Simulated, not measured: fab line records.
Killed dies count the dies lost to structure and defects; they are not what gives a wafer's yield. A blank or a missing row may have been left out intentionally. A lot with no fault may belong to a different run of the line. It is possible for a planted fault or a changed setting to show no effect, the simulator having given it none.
8D (eight disciplines) problem report, filled in by code + flow sky130 + the parts of the form that need people (team, actions taken, sign-off) are left out

== 1. PROBLEM STATEMENT ==
At SKY_PAD_OPEN_PROBE_99, killed_at_M4_up averages 49.5 over 2 wafers from 2 lots, while fault-free wafers read 3.5, standard deviation 2. Relative to the usual mean, that is a shift of +23 standard deviations.
First seen on wafer L812.6, day 47 23:01, on prober-02. At this step, 33 wafers from 11 lots have a number in the record. Rule for "out", or "out of limits": more than 4 standard deviations from the usual mean. The other wafers with a number count as sound.

== 2. WHAT IT IS; WHAT IT IS NOT ==
| question                    | is                                                                                             | is not                                                                                                                              |
|-----------------------------|------------------------------------------------------------------------------------------------|-------------------------------------------------------------------------------------------------------------------------------------|
| which readings at this step | killed_at_M4_up, defectLimitedYield, killedDies, sort_bin_3_pad_short, sortNPass, sortYieldPct | killed_at_M0_to_M3, killedAtContacts, killedAtFrontEnd, killedAtOther, killedOpen, killedShort, sort_bin_6_memory, sort_bin_8_speed |
| which lots                  | L812, L816                                                                                     | L804, L805, L807, L808, L810, L811, L822, L823, L824                                                                                |
| which wafers of those lots  | L812.6, L816.5                                                                                 | L812.2, L812.5, L816.2, L816.6                                                                                                      |
| read on which tools         | prober-02                                                                                      | prober-01                                                                                                                           |
| when                        | from day 47 23:01                                                                              | up to then (20 sound wafers); but 11 sound wafers of L816, L822, L823, L824 came after                                              |

== 3. THE SUSPECTS, EACH WITH WHAT RULES IT OUT ==
Counting: if a tool at a process step up to the reading ran every lot that is out, it stays a suspect. Sound lots after the first of them don't rule it out here, since some wafers of a struck lot are sound.
- pvdSputter-04 at SKY_METAL4_SPUTTER_01 (material TiN, target thk 20 nm, time 16.7 s): kept. It ran every lot that is out, first L812 (day 42 05:10); its last sound lot up to then is L811 (day 42 01:31).
- pvdSputter-02 at SKY_VIA4_SPUTTER_17 (material TiN, target thk 20 nm, time 80 s): kept. It ran every lot that is out, first L812 (day 45 03:37); its last sound lot up to then is L811 (day 45 00:59).
- pvdSputter-03 at SKY_METAL5_SPUTTER_03 (material Ti, target thk 5 nm, time 3.3 s): kept. It ran every lot that is out, first L812 (day 45 04:55); its last sound lot up to then is L805 (day 43 10:52).
- prober-02 at SKY_PAD_OPEN_PROBE_99: kept. It ran every lot that is out, first L812 (day 47 22:49); its last sound lot up to then is L810 (day 47 18:05). Its own readings are out on those wafers: defectLimitedYield, killed_at_M4_up, killedDies, sort_bin_3_pad_short, sortNPass, sortYieldPct.
Left after counting: pvdSputter-04 at SKY_METAL4_SPUTTER_01, pvdSputter-02 at SKY_VIA4_SPUTTER_17, pvdSputter-03 at SKY_METAL5_SPUTTER_03, prober-02 at SKY_PAD_OPEN_PROBE_99.

== 4. THE CAUSE (what the simulator had put in) ==
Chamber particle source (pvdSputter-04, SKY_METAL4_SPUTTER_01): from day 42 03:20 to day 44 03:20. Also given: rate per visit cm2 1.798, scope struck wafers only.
Counting leaves 4 suspects; this tool is one of them.

== 5. THE EFFECT CHAIN, in route order ==
Rows list readings where the struck wafers' mean (over those with a number) sits beyond 3 standard deviations from the usual. Scope: only readings with a usual standard deviation given in the record; hours: median across lots of the time from each lot's start at the first step in this table that gives one to its start at this step; sigmas: change in usual standard deviations.
| hours | step                  | reading              | usual  | on struck wafers | change | sigmas |
|-------|-----------------------|----------------------|--------|------------------|--------|--------|
| 0     | SKY_PAD_OPEN_PROBE_99 | defectLimitedYield   | 82.5 % | 73.4             | -9.1   | -5.4   |
| 0     | SKY_PAD_OPEN_PROBE_99 | killed_at_M4_up      | 3.5    | 49.5             | +46.0  | +23    |
| 0     | SKY_PAD_OPEN_PROBE_99 | killedDies           | 86     | 131              | +45    | +5.4   |
| 0     | SKY_PAD_OPEN_PROBE_99 | killedOnRim          | 17     | 32               | +16    | +4.2   |
| 0     | SKY_PAD_OPEN_PROBE_99 | sort_bin_3_pad_short | 0.9 %  | 4.7              | +3.8   | +9.0   |
| 0     | SKY_PAD_OPEN_PROBE_99 | sort_bin_5_function  | 10.3 % | 15.1             | +4.8   | +3.4   |
| 0     | SKY_PAD_OPEN_PROBE_99 | sortNPass            | 406    | 361              | -45    | -5.4   |
| 0     | SKY_PAD_OPEN_PROBE_99 | sortYieldPct         | 82.5 % | 73.4             | -9.1   | -5.4   |
It contains these process steps:
- SKY_PAD_OPEN_PROBE_99

== 6. WHAT WOULD HAVE CAUGHT IT SOONER ==
In this record the first reading out of limits was taken at day 47 23:01, 140 hours after the fault began at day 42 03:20.
An alarm limit of 4 standard deviations would not have fired on the tool readings at SKY_METAL4_SPUTTER_01 for which the record gives a usual standard deviation, since none of them was out on any struck wafer.
The start of SKY_METAL4_SPUTTER_01 on pvdSputter-04 came by day 47 23:01 for every one of the lots that are out (2). None of them would have been spared by holding the tool at that moment.
